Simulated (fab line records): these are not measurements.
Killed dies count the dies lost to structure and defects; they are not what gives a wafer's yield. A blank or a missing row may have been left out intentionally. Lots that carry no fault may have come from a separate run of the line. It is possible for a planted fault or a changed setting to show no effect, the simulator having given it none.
Which of the tools did it?	flow sky130	Sampling: 12 lots, 36 wafers, 6 of 708 route steps

WHAT THE GAUGES SHOWED, per wafer
SKY_CAP2M_OVL_MEAS_12.
lot	measured	on	CAP2M_OVL (nm)
L075	day 41 02:47	overlay-02	-1.8 -1.1 1.2
L077	day 41 09:52	overlay-02	-0.1 1.1 0.9
L079	day 42 00:43	overlay-02	1.0 1.2 1.8
L081	day 43 00:31	overlay-01	-1.6 -0.9 -0.4
L083	day 43 23:29	overlay-02	2.1 0.3 0.5
L084	day 44 05:17	overlay-02	-0.9 0.6 0.2
L088	day 44 20:04	overlay-01	-0.3 -0.8 2.0
L090	day 45 12:37	overlay-02	-1.0 -1.5 -0.4
L091	day 45 20:04	overlay-02	-0.1 1.1 -1.1
L093	day 46 01:58	overlay-02	1.8 -0.2 -1.5
L094	day 46 09:21	overlay-01	0.1 2.4 0.8
L097	day 46 16:46	overlay-02	0.6 1.7 0.8

EACH LOT AND THE TOOL THAT RAN IT (in order: tool; ch and the chambers of the sampled wafers; start)
lot	SKY_CONTACT_ETCH_17	SKY_VIA1_CMP_24	SKY_METAL2_SPUTTER_00	SKY_METAL2_METAL_ETCH_19	SKY_METAL3_ETCH_16
L075	rie_diel-04 ch 1,3, day 31 23:46	cmp-01 ch 0,3, day 34 09:02	pvd_sputter-02, day 34 09:20	rie_metal-01 ch 0,1, day 35 11:32	rie_metal-02 ch 0,1, day 38 22:10
L077	rie_diel-03 ch 0,2, day 32 11:01	cmp-01 ch 0,1,3, day 34 21:17	pvd_sputter-01, day 34 21:29	rie_metal-01 ch 0,1, day 35 23:19	rie_metal-02 ch 0,1, day 39 07:02
L079	rie_diel-04 ch 0,2,3, day 32 23:40	cmp-01 ch 0,2,3, day 35 10:13	pvd_sputter-02, day 35 10:28	rie_metal-03 ch 0, day 36 12:47	rie_metal-02 ch 0,1, day 39 22:03
L081	rie_diel-04 ch 1,3, day 34 07:34	cmp-02 ch 1,2,3, day 36 14:56	pvd_sputter-01, day 36 15:14	rie_metal-02 ch 0,1, day 37 18:02	rie_metal-01 ch 0,1, day 40 23:44
L083	rie_diel-03 ch 0,1,2, day 35 07:25	cmp-02 ch 0,1,2, day 37 17:11	pvd_sputter-04, day 37 17:20	rie_metal-02 ch 1, day 38 19:15	rie_metal-02 ch 0,1, day 41 23:02
L084	rie_diel-04 ch 0,1, day 35 14:08	cmp-01 ch 0,1,2, day 37 22:18	pvd_sputter-01, day 37 22:30	rie_metal-02 ch 0,1, day 39 00:41	rie_metal-04 ch 0,1, day 42 05:19
L088	rie_diel-01 ch 0,2,3, day 36 07:11	cmp-02 ch 1,2, day 38 15:31	pvd_sputter-02, day 38 15:46	rie_metal-03 ch 0,1, day 39 17:01	rie_metal-02 ch 0,1, day 42 19:44
L090	rie_diel-04 ch 1,2,3, day 37 04:11	cmp-02 ch 0,2,3, day 39 11:13	pvd_sputter-01, day 39 11:31	rie_metal-03 ch 0,1, day 40 12:11	rie_metal-01 ch 0,1, day 43 13:58
L091	rie_diel-01 ch 1,2, day 37 14:26	cmp-02 ch 0,1,2, day 39 20:46	pvd_sputter-01, day 39 20:55	rie_metal-02 ch 0,1, day 40 21:41	rie_metal-01 ch 0,1, day 43 21:46
L093	rie_diel-04 ch 0,1, day 37 17:13	cmp-02 ch 0,1,3, day 40 00:28	pvd_sputter-01, day 40 00:40	rie_metal-01 ch 0,1, day 41 01:45	rie_metal-02 ch 1, day 44 02:34
L094	rie_diel-01 ch 0,2,3, day 38 04:32	cmp-02 ch 0,2, day 40 11:36	pvd_sputter-01, day 40 11:51	rie_metal-03 ch 0,1, day 41 12:28	rie_metal-01 ch 0,1, day 44 12:41
L097	rie_diel-03 ch 1,2,3, day 38 17:31	cmp-02 ch 0,2,3, day 40 21:49	pvd_sputter-02, day 40 22:04	rie_metal-01 ch 0, day 41 21:44	rie_metal-01 ch 0,1, day 44 20:31
- SKY_CONTACT_ETCH_17: etches SiO2 in C4F8/O2/Ar, stops on Si3N4, target depth 340 nm.
- SKY_VIA1_CMP_24: polishes, stops on SiO2, t overpolish 15 s, target thk 0 nm.
- SKY_METAL2_SPUTTER_00: material Ti, target thk 15 nm, time 10 s.
- SKY_METAL2_METAL_ETCH_19: etches the open film in Cl2/BCl3, stops on SiO2, target depth 360 nm, time 78 s.
- SKY_METAL3_ETCH_16: etches BARC in N2/H2, stops on SiO2, time 88.2 s, target depth 60 nm.

THE ANSWER, worked out from the rows above alone
Rule: usual is defined by the lots themselves. Put in order of their means at a reading, lots are off if they are a third of the lots or fewer, leave a main group of 4 or more, and stand apart from it by a gap of 3 or more times the standard deviation of the main group's means; of several such gaps the widest counts. If all means in a main group match to the digits the tables above print for the reading, that group is not used. Also off: a lot with no number at a reading for which 4 or more lots have one. The other lots that the step has rows for count as sound.
Across all readings shown, no lot is off: no conclusion can be drawn from this.

WHAT THE SIMULATOR PUT IN
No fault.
